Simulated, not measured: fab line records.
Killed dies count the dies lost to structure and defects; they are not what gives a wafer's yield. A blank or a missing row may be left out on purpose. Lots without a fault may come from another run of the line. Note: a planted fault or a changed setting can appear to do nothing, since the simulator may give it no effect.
Lot-split experiment / flow sfq_line / 5 lots, 23 wafers read, on a route of 325 steps

== THE SPLIT ITSELF ==
At SFQ_TRILAYER_M7_DEP_SPUTTER_175 (material Nb, target thk 200 nm, time 133.3 s), the setting time_s was moved away from the recipe's 133.3 s on 8 of the 23 wafers read, by -11.3% to +10.1%. For the rest of the wafers, this setting stayed at what the recipe calls for.

== SPLIT TO READING: what lies between them in the file, 1 step ==
- SFQ_M7_RS_MEAS_943: measures by four-point-probe

== THE READING ==
oes_product_au, in a.u., at SFQ_TRILAYER_M7_ETCH_METAL_ETCH_180 (etches Nb in Cl2/Ar, stops on SiO2, target depth 240 nm, time 120 s). Fault-free wafers of this fab line usually give 0.896 a.u., standard deviation 0.0079 a.u.

wafer=L075.1; tool, chamber at the split=pvd_sputter-05, -; time_s as run, s=133.3; against the recipe=recipe; oes_product_au, a.u.=0.890; against lot-mates on the recipe=-
wafer=L075.3; tool, chamber at the split=pvd_sputter-05, -; time_s as run, s=133.3; against the recipe=recipe; oes_product_au, a.u.=0.901; against lot-mates on the recipe=-
wafer=L075.6; tool, chamber at the split=pvd_sputter-05, -; time_s as run, s=133.3; against the recipe=recipe; oes_product_au, a.u.=0.906; against lot-mates on the recipe=-
wafer=L076.1; tool, chamber at the split=pvd_sputter-03, -; time_s as run, s=146.8; against the recipe=+10.1%; oes_product_au, a.u.=0.940; against lot-mates on the recipe=+0.047
wafer=L076.2; tool, chamber at the split=pvd_sputter-03, -; time_s as run, s=146.8; against the recipe=+10.1%; oes_product_au, a.u.=0.937; against lot-mates on the recipe=+0.044
wafer=L076.3; tool, chamber at the split=pvd_sputter-03, -; time_s as run, s=133.3; against the recipe=recipe; oes_product_au, a.u.=0.888; against lot-mates on the recipe=-
wafer=L076.4; tool, chamber at the split=pvd_sputter-03, -; time_s as run, s=146.8; against the recipe=+10.1%; oes_product_au, a.u.=0.943; against lot-mates on the recipe=+0.050
wafer=L076.5; tool, chamber at the split=pvd_sputter-03, -; time_s as run, s=133.3; against the recipe=recipe; oes_product_au, a.u.=0.897; against lot-mates on the recipe=-
wafer=L079.1; tool, chamber at the split=pvd_sputter-03, -; time_s as run, s=133.3; against the recipe=recipe; oes_product_au, a.u.=0.904; against lot-mates on the recipe=-
wafer=L079.2; tool, chamber at the split=pvd_sputter-03, -; time_s as run, s=118.4; against the recipe=-11.2%; oes_product_au, a.u.=0.841; against lot-mates on the recipe=-0.054
wafer=L079.4; tool, chamber at the split=pvd_sputter-03, -; time_s as run, s=118.4; against the recipe=-11.2%; oes_product_au, a.u.=0.828; against lot-mates on the recipe=-0.068
wafer=L079.5; tool, chamber at the split=pvd_sputter-03, -; time_s as run, s=133.3; against the recipe=recipe; oes_product_au, a.u.=0.887; against lot-mates on the recipe=-
wafer=L079.6; tool, chamber at the split=pvd_sputter-03, -; time_s as run, s=118.4; against the recipe=-11.2%; oes_product_au, a.u.=0.848; against lot-mates on the recipe=-0.047
wafer=L082.1; tool, chamber at the split=pvd_sputter-03, -; time_s as run, s=118.2; against the recipe=-11.3%; oes_product_au, a.u.=0.827; against lot-mates on the recipe=-0.074
wafer=L082.3; tool, chamber at the split=pvd_sputter-03, -; time_s as run, s=133.3; against the recipe=recipe; oes_product_au, a.u.=0.899; against lot-mates on the recipe=-
wafer=L082.4; tool, chamber at the split=pvd_sputter-03, -; time_s as run, s=133.3; against the recipe=recipe; oes_product_au, a.u.=0.908; against lot-mates on the recipe=-
wafer=L082.5; tool, chamber at the split=pvd_sputter-03, -; time_s as run, s=133.3; against the recipe=recipe; oes_product_au, a.u.=0.896; against lot-mates on the recipe=-
wafer=L082.6; tool, chamber at the split=pvd_sputter-03, -; time_s as run, s=118.2; against the recipe=-11.3%; oes_product_au, a.u.=0.849; against lot-mates on the recipe=-0.052
wafer=L085.1; tool, chamber at the split=pvd_sputter-03, -; time_s as run, s=133.3; against the recipe=recipe; oes_product_au, a.u.=0.891; against lot-mates on the recipe=-
wafer=L085.3; tool, chamber at the split=pvd_sputter-03, -; time_s as run, s=133.3; against the recipe=recipe; oes_product_au, a.u.=0.899; against lot-mates on the recipe=-
wafer=L085.4; tool, chamber at the split=pvd_sputter-03, -; time_s as run, s=133.3; against the recipe=recipe; oes_product_au, a.u.=0.895; against lot-mates on the recipe=-
wafer=L085.5; tool, chamber at the split=pvd_sputter-03, -; time_s as run, s=133.3; against the recipe=recipe; oes_product_au, a.u.=0.886; against lot-mates on the recipe=-
wafer=L085.6; tool, chamber at the split=pvd_sputter-03, -; time_s as run, s=133.3; against the recipe=recipe; oes_product_au, a.u.=0.893; against lot-mates on the recipe=-

THE FIT
A straight line over all 23 wafers: oes_product_au changes by +0.00482 a.u. for each +1% of time_s; r = +0.97; the points scatter about the line by 0.0076 a.u.
The same after taking each lot's own level away (the mean of its wafers on the recipe; 23 wafers): +0.00505 a.u. for each +1%; r = +0.98; scatter 0.007 a.u.
Per that fit: largest time_s move, reading shift of 0.057 a.u.
Across the lots, their own levels run from 0.8925 to 0.9010 a.u., a range of 1.1 times the standard deviation given above.
The two slopes are in agreement: the lot-to-lot level therefore moves the slope only a little.
Check: with one of the wafers moved furthest among these (-11.3%) left out of the fit, the line predicts -0.0552 a.u. for it against its lot-mates. It came out at -0.074 a.u. against them.

== ADDITIONAL SPLITS CARRIED BY THESE WAFERS ==
Before the reading, these wafers also passed through other splits. Each is held against what the fit with the lots' levels taken away leaves over:
other split on the same wafers=SFQ_TRILAYER_M6_BARC_OPEN_METAL_ETCH_206 icp_w; wafers away from the commonest value=6; r with oes_product_au (lot level and that fit taken away)=+0.35
other split on the same wafers=SFQ_TRILAYER_I6_CMP_CMP_166 leave_above_ref_nm; wafers away from the commonest value=9; r with oes_product_au (lot level and that fit taken away)=+0.15
other split on the same wafers=SFQ_TRILAYER_I6_VIA_LITHO_COAT_174 resist_thk_nm; wafers away from the commonest value=5; r with oes_product_au (lot level and that fit taken away)=+0.04
other split on the same wafers=SFQ_TRILAYER_I6_VIA_BARC_OPEN_VIA_ETCH_235 source_w; wafers away from the commonest value=6; r with oes_product_au (lot level and that fit taken away)=-0.23

== THE WHOLE CHAIN: every reading that the file lists as answering this split, in the file's order ==
step=SFQ_TRILAYER_M7_DEP_SPUTTER_175; what it does=material Nb, target thk 200 nm, time 133.3 s; reading=Nb_of_TRILAYER_M7_DEP_SPUTTER_175.thk_nm (the simulator's own value, which no gauge read); change (the file's fit)=+1.98 nm for each +1% of the setting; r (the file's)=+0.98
step=SFQ_M7_RS_MEAS_943; what it does=measures by four-point-probe; reading=M7_NB_RS; change (the file's fit)=-0.00944 for each +1% of the setting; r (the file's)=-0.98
step=SFQ_TRILAYER_M7_ETCH_METAL_ETCH_180; what it does=etches Nb in Cl2/Ar, stops on SiO2, target depth 240 nm, time 120 s; reading=oes_product_au; change (the file's fit)=+0.00512 a.u. for each +1% of the setting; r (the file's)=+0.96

== THE FILE'S OWN FIT ==
oes_product_au changes by +0.00512 a.u. for each +1% of time_s, r = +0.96.
